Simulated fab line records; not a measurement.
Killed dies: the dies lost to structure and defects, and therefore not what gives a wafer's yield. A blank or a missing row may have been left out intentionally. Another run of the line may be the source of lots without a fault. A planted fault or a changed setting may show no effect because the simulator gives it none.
Chamber matching ; flow gf180mcu ; pecvd-02 running GF_PASSIVATION_CVD_00: 3 sister chambers
The step deposits SiO2 from TEOS, target thk 1000 nm, time 111.95 s. 14 wafers are shown with their chamber, then 7 later ones without.

== WAFERS WITH THEIR CHAMBER ==
wafer;chamber;heater-power-w (W)
L417.2;1;613
L417.3;2;600
L417.6;2;632
L426.1;1;589
L426.3;1;634
L426.6;2;556
L427.2;1;623
L427.4;1;653
L427.6;0;491
L428.2;0;614
L428.4;0;493
L428.5;1;648
L431.1;2;564
L431.4;1;539

SIGNATURES, as means of the wafers listed above
reading;chamber 0;chamber 1;chamber 2;scatter within a chamber
heater-power-w;532.67;614.14;588.00;45.7
Rule: distance of a wafer from a chamber = root of the sum over the readings of ((wafer's reading minus chamber's mean) / reading's scatter) squared. If the next closest chamber is less than 2 further off than the closest, the wafer can't be placed; otherwise it belongs to the closest. The scatter is the square root of a quotient: the sum, over the shown wafers, of each reading's squared deviation from its chamber's mean, divided by wafers minus chambers.

== WAFERS WITH NO CHAMBER GIVEN ==
wafer;heater-power-w (W)
L431.5;469
L435.1;611
L435.3;590
L435.6;494
L437.4;511
L437.5;719
L437.6;584

== EACH ONE'S CHAMBER ==
wafer;from the rows above;in truth
L431.5;can't be placed: 0 or 2 or 1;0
L435.1;can't be placed: 1 or 2 or 0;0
L435.3;can't be placed: 2 or 1 or 0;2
L435.6;can't be placed: 0 or 2 or 1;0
L437.4;can't be placed: 0 or 2 or 1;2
L437.5;can't be placed: 1 or 2 or 0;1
L437.6;can't be placed: 2 or 1 or 0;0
Correct placement for 0 of the 7. Cannot be placed on the basis of these rows: 7; the candidates contain the true chamber in 7. Placed wrongly: 0.
